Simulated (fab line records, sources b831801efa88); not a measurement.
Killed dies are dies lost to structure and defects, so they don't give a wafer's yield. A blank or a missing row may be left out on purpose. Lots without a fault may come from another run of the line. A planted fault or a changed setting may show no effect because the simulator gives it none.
A struck lot beside a sound one | flow sky130 | 17 steps out of a route of 708
Sound: wafers L123.1, L123.3, L123.5. Struck: wafer L133.5. (L133.3, L133.6 of the same lot were not struck and are left out.) The cause comes at the end.
At each step with rows: each side's tool, then ch and its chambers, then its first start. Under that, the readings that differ: sound wafers | struck wafers | difference of the means | sigmas: that difference in standard deviations of wafers without a fault.
alike: readings whose means differ by less than 2 such deviations, and words and numbers that are the same on both sides. not compared: withheld readings, readings that some wafer has no value for, bounds like >300 that may hide the same value, and numbers for which the record gives no deviation and whose values overlap.
The two part at a step that has a row with sigmas, a row that says differs or no value, or rows on one side only. Numbers that don't overlap but have no deviation are shown without sigmas and don't part them. A reading that every wafer of one side lacks parts them only if that side has two wafers or more.

first, 2 steps without rows for these wafers: SKY_LOCAL_INTERCONNECT_PEB_09; SKY_LOCAL_INTERCONNECT_DEVELOP_10 (develop time 60 s).
SKY_LOCAL_INTERCONNECT_CD_MEAS_11: target cd 170 nm.
  sound on cd_sem-02, day 32 16:11; struck on cd_sem-02, day 35 21:26
  reading    | sound             | struck | difference | sigmas
  cd_nm (nm) | 170.5 170.4 170.2 | 166.8  | -3.6       | -2
SKY_LOCAL_INTERCONNECT_OVL_MEAS_12:
  sound on overlay-02, day 32 16:18; struck on overlay-02, day 35 21:32
  alike: LOCAL_INTERCONNECT_OVL
SKY_LOCAL_INTERCONNECT_ETCH_13: etches BARC in N2/H2, stops on SiO2, time 45.9 s, target depth 60 nm.
  sound on rie_metal-01 ch 0,1, day 32 16:20; struck on rie_metal-03 ch 1, day 35 21:34
  reading                     | sound       | struck | difference | sigmas
  drypump_motor_current_A (A) | 5.7 5.7 4.9 | 6.6    | +1.2       | +2
  alike: oes_product_au, throttle_valve_pct
  not compared: rf_hours_counter_h
SKY_LOCAL_INTERCONNECT_METAL_ETCH_14: etches TiN in Cl2/BCl3, stops on PSG, target depth 110 nm, time 31.4 s.
  sound on rie_metal-01 ch 0,1, day 32 16:24; struck on rie_metal-03 ch 1, day 35 21:38
  reading                     | sound       | struck | difference | sigmas
  drypump_motor_current_A (A) | 5.7 5.7 4.9 | 6.6    | +1.2       | +2
  alike: oes_product_au, throttle_valve_pct
  not compared: rf_hours_counter_h
SKY_LOCAL_INTERCONNECT_STRIP_15: strips in O2/N2.
  sound on plasma_asher-02 ch 0,1, day 32 16:27; struck on plasma_asher-04 ch 1, day 35 21:42
  reading                      | sound             | struck | difference | sigmas
  strip_time_to_endpoint_s (s) | 4.720 4.716 4.699 | 4.752  | +0.040     | +2
  alike: drypump_motor_current_A, oes_product_au
  not compared: rf_hours_counter_h
then, 3 steps without rows for these wafers: SKY_LOCAL_INTERCONNECT_STRIP_16 (strips in post etch residue remover, time 1200 s); SKY_LOCAL_INTERCONNECT_CLEAN_17 (cleans in IPA, time 180 s); SKY_LOCAL_INTERCONNECT_CLEAN_18 (cleans in O3/DIW).
SKY_CONTACT_CVD_00: deposits Si3N4, target thk 75 nm.
  sound on pecvd-03 ch 0,1, day 32 17:04; struck on pecvd-04 ch 2, day 35 22:16
  alike: heater_power_w, susceptor_temp_C
SKY_CONTACT_THK_MEAS_01:
  sound on film_metro-02, day 32 17:05; struck on film_metro-01, day 35 22:20
  reading                 | sound          | struck | difference | sigmas
  CONTACT_CVD_00_THK (nm) | 73.5 73.0 74.7 | 75.7   | +2.0       | +2
SKY_CONTACT_HDPCVD_02: deposits SiO2, target thk 565 nm, time 94.2 s.
  sound on hdpcvd-01 ch 1,2, day 32 17:09; struck on hdpcvd-02 ch 0, day 35 22:22
  reading                                     | sound             | struck | difference | sigmas
  model.SiO2_of_CONTACT_HDPCVD_02.thk_nm (nm) | 567.9 565.8 566.1 | 916.4  | +349.8     |
  alike: susceptor_temp_C
SKY_CONTACT_THK_MEAS_03:
  sound on film_metro-04, day 32 17:16; struck on film_metro-01, day 35 22:28
  reading                 | sound       | struck | difference | sigmas
  CONTACT_HDPCVD_THK (nm) | 568 566 566 | 916    | +349       | +58
SKY_CONTACT_CMP_04: polishes SiO2.
  sound on cmp-01 ch 0,3, day 32 17:19; struck on cmp-01 ch 1, day 35 22:36
  reading                | sound    | struck | difference | sigmas
  time_to_endpoint_s (s) | 83 84 84 | 218    | +134       | +37
  alike: motor_current_A, slurry_flow_ml_min
SKY_CONTACT_BOW_MEAS_05:
  sound on film_metro-01, day 32 17:37; struck on film_metro-02, day 35 22:50
  alike: CONTACT_BOW
-- the record jumps here: 14 days lie between the struck wafers' starts before and after (it left off in module CONTACT and takes up again in module PAD_OPEN, whose first step shown is number 708 of the route) --
SKY_PAD_OPEN_PROBE_99:
  sound on prober-02, day 47 14:41; struck on prober-01, day 49 19:35
  reading      | sound    | struck | difference | sigmas
  killed_short | 41 47 38 | 27     | -15        | -2
  alike: killed_at_M0_to_M3, killed_at_M4_up, killed_at_contacts, killed_at_front_end, killed_at_other, killed_dies, killed_open

WHERE THEY PART
First at SKY_LOCAL_INTERCONNECT_CD_MEAS_11; last, within this record, at SKY_PAD_OPEN_PROBE_99.

WHY: what the simulator had put in
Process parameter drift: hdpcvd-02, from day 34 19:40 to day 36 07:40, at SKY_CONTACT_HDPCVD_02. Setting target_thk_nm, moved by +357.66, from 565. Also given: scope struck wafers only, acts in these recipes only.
